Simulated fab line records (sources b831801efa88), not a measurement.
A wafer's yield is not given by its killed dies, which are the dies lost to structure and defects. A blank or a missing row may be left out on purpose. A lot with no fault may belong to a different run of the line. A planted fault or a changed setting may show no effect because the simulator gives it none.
Lot-split experiment / flow gf180mcu / 5 lots, 23 wafers read, on a route of 602 steps

== ABOUT THE SPLIT ==
At GF_M4_SPUTTER_01 (material TiN, target thk 30 nm, time 25 s), the setting power-w was moved away from the recipe's 6500 W on 7 of the 23 wafers read, by -7.5% to +4.7%. The other wafers ran this setting at the recipe's value.

The split's own step is where the reading is taken.

== THE READING ==
TiN_of_M4_SPUTTER_01.thk-nm (the simulator's own value, which no gauge read), in nm, at GF_M4_SPUTTER_01 (material TiN, target thk 30 nm, time 25 s). The file gives no usual value for it. Across the 16 wafers here that went through the recipe, the average is 30.21 nm and the standard deviation 0.4 nm.

wafer=L074.1; tool, chamber at the split=pvd-sputter-03, -; power-w as run, W=6211; against the recipe=-4.4%; TiN_of_M4_SPUTTER_01.thk-nm, nm=28.61; against lot-mates on the recipe=-1.64
wafer=L074.2; tool, chamber at the split=pvd-sputter-03, -; power-w as run, W=6211; against the recipe=-4.4%; TiN_of_M4_SPUTTER_01.thk-nm, nm=28.96; against lot-mates on the recipe=-1.29
wafer=L074.3; tool, chamber at the split=pvd-sputter-03, -; power-w as run, W=6500; against the recipe=recipe; TiN_of_M4_SPUTTER_01.thk-nm, nm=30.61; against lot-mates on the recipe=-
wafer=L074.4; tool, chamber at the split=pvd-sputter-03, -; power-w as run, W=6500; against the recipe=recipe; TiN_of_M4_SPUTTER_01.thk-nm, nm=30.08; against lot-mates on the recipe=-
wafer=L074.6; tool, chamber at the split=pvd-sputter-03, -; power-w as run, W=6500; against the recipe=recipe; TiN_of_M4_SPUTTER_01.thk-nm, nm=30.06; against lot-mates on the recipe=-
wafer=L077.1; tool, chamber at the split=pvd-sputter-03, -; power-w as run, W=6013; against the recipe=-7.5%; TiN_of_M4_SPUTTER_01.thk-nm, nm=27.56; against lot-mates on the recipe=-2.33
wafer=L077.2; tool, chamber at the split=pvd-sputter-03, -; power-w as run, W=6500; against the recipe=recipe; TiN_of_M4_SPUTTER_01.thk-nm, nm=29.69; against lot-mates on the recipe=-
wafer=L077.4; tool, chamber at the split=pvd-sputter-03, -; power-w as run, W=6013; against the recipe=-7.5%; TiN_of_M4_SPUTTER_01.thk-nm, nm=28.11; against lot-mates on the recipe=-1.78
wafer=L077.5; tool, chamber at the split=pvd-sputter-03, -; power-w as run, W=6013; against the recipe=-7.5%; TiN_of_M4_SPUTTER_01.thk-nm, nm=27.76; against lot-mates on the recipe=-2.13
wafer=L077.6; tool, chamber at the split=pvd-sputter-03, -; power-w as run, W=6500; against the recipe=recipe; TiN_of_M4_SPUTTER_01.thk-nm, nm=30.09; against lot-mates on the recipe=-
wafer=L081.2; tool, chamber at the split=pvd-sputter-01, -; power-w as run, W=6500; against the recipe=recipe; TiN_of_M4_SPUTTER_01.thk-nm, nm=29.72; against lot-mates on the recipe=-
wafer=L081.6; tool, chamber at the split=pvd-sputter-01, -; power-w as run, W=6500; against the recipe=recipe; TiN_of_M4_SPUTTER_01.thk-nm, nm=29.72; against lot-mates on the recipe=-
wafer=L081.4; tool, chamber at the split=pvd-sputter-01, -; power-w as run, W=6500; against the recipe=recipe; TiN_of_M4_SPUTTER_01.thk-nm, nm=29.61; against lot-mates on the recipe=-
wafer=L082.1; tool, chamber at the split=pvd-sputter-01, -; power-w as run, W=6500; against the recipe=recipe; TiN_of_M4_SPUTTER_01.thk-nm, nm=30.6; against lot-mates on the recipe=-
wafer=L082.3; tool, chamber at the split=pvd-sputter-01, -; power-w as run, W=6500; against the recipe=recipe; TiN_of_M4_SPUTTER_01.thk-nm, nm=30.79; against lot-mates on the recipe=-
wafer=L082.4; tool, chamber at the split=pvd-sputter-01, -; power-w as run, W=6500; against the recipe=recipe; TiN_of_M4_SPUTTER_01.thk-nm, nm=30.7; against lot-mates on the recipe=-
wafer=L082.5; tool, chamber at the split=pvd-sputter-01, -; power-w as run, W=6500; against the recipe=recipe; TiN_of_M4_SPUTTER_01.thk-nm, nm=30.65; against lot-mates on the recipe=-
wafer=L082.6; tool, chamber at the split=pvd-sputter-01, -; power-w as run, W=6500; against the recipe=recipe; TiN_of_M4_SPUTTER_01.thk-nm, nm=30.72; against lot-mates on the recipe=-
wafer=L085.1; tool, chamber at the split=pvd-sputter-03, -; power-w as run, W=6805; against the recipe=+4.7%; TiN_of_M4_SPUTTER_01.thk-nm, nm=31.77; against lot-mates on the recipe=+1.68
wafer=L085.2; tool, chamber at the split=pvd-sputter-03, -; power-w as run, W=6805; against the recipe=+4.7%; TiN_of_M4_SPUTTER_01.thk-nm, nm=31.21; against lot-mates on the recipe=+1.12
wafer=L085.3; tool, chamber at the split=pvd-sputter-03, -; power-w as run, W=6500; against the recipe=recipe; TiN_of_M4_SPUTTER_01.thk-nm, nm=30.22; against lot-mates on the recipe=-
wafer=L085.4; tool, chamber at the split=pvd-sputter-03, -; power-w as run, W=6500; against the recipe=recipe; TiN_of_M4_SPUTTER_01.thk-nm, nm=30.01; against lot-mates on the recipe=-
wafer=L085.6; tool, chamber at the split=pvd-sputter-03, -; power-w as run, W=6500; against the recipe=recipe; TiN_of_M4_SPUTTER_01.thk-nm, nm=30.04; against lot-mates on the recipe=-

FIT RESULTS
A straight line over all 23 wafers: TiN_of_M4_SPUTTER_01.thk-nm changes by +0.309 nm for each +1% of power-w; r = +0.94; the points scatter about the line by 0.38 nm.
The same after taking each lot's own level away (the mean of its wafers on the recipe; 23 wafers): +0.289 nm for each +1%; r = +0.98; scatter 0.19 nm.
According to that fit, moving power-w by its largest amount changes the reading by 2.2 nm.
From 29.683 to 30.692 nm: that is the span of the lots' own levels, equal to 2.5 times the standard deviation above.
The two slopes agree, so the slope changes little with the lot-to-lot level.
Check: -2.12 nm against its lot-mates is what the line predicts for one of the wafers moved furthest among these (-7.5%) when that wafer is left out of the fit. It came out at -2.33 nm against them.

== THESE WAFERS: OTHER SPLITS ==
These wafers also went through other splits before the reading. Each is held against what the fit with the lots' levels taken away leaves over:
other split on the same wafers=GF_V3_SPUTTER_21 time-s; wafers away from the commonest value=6; r with TiN_of_M4_SPUTTER_01.thk-nm (lot level and that fit taken away)=+0.04

== FILE'S OWN FIT ==
TiN_of_M4_SPUTTER_01.thk-nm changes by +0.293 nm for each +1% of power-w, r = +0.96.
